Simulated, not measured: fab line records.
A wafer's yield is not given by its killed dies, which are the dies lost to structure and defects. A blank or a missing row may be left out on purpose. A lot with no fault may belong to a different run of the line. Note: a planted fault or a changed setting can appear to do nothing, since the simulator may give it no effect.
Matching of chambers | flow gf180mcu | rie-diel-04 running GF_PASSIVATION_ETCH_11: 4 sister chambers
The step etches the open film in CF4/O2, stops on TiN, target depth 2040 nm, time 453.3 s. 8 wafers are shown with their chamber, then 11 later ones without.

EACH WAFER AND ITS CHAMBER
wafer  | chamber | drypump-motor-current-A (A) | throttle-valve-pct (%)
L083.3 | 1       | 5.4                         | 5.961
L083.5 | 2       | 6.6                         | 5.965
L086.1 | 3       | 6.1                         | 5.973
L086.2 | 2       | 6.6                         | 5.962
L086.4 | 1       | 5.3                         | 5.967
L090.1 | 3       | 6.1                         | 5.967
L090.4 | 0       | 5.1                         | 5.951
L091.1 | 0       | 5.1                         | 5.947

WAFERS WITHOUT THEIR CHAMBER
wafer  | drypump-motor-current-A (A) | throttle-valve-pct (%)
L091.3 | 6.1                         | 5.988
L091.4 | 6.1                         | 5.980
L092.1 | 6.1                         | 5.960
L092.4 | 5.1                         | 5.964
L092.6 | 6.1                         | 5.974
L093.4 | 5.1                         | 5.991
L093.5 | 6.0                         | 5.970
L093.6 | 6.6                         | 5.993
L095.1 | 6.5                         | 5.983
L095.3 | 5.4                         | 5.969
L095.6 | 5.1                         | 5.971

EACH ONE'S CHAMBER
wafer  | from the rows above     | in truth
L091.3 | 3                       | 3
L091.4 | 3                       | 3
L092.1 | 3                       | 3
L092.4 | 0                       | 0
L092.6 | 3                       | 3
L093.4 | can't be placed: 1 or 0 | 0
L093.5 | 3                       | 3
L093.6 | 2                       | 2
L095.1 | 2                       | 2
L095.3 | 1                       | 1
L095.6 | can't be placed: 0 or 1 | 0
Correct placement for 9 of the 11. Cannot be placed on the basis of these rows: 2; the candidates contain the true chamber in 2. Placed wrongly: 0.
How it was worked out, from the rows above alone: a wafer's distance from a chamber is the root of the sum, over the readings, of the square of ((its reading less the chamber's mean) divided by the reading's scatter). The wafer belongs to the nearest chamber; if the next one is less than 2 further off, it can't be placed. Each chamber's mean is taken over the wafers shown for it. The scatter: the root of (the sum of the squares of (reading less its chamber's mean) over the shown wafers, divided by (wafers less chambers)).
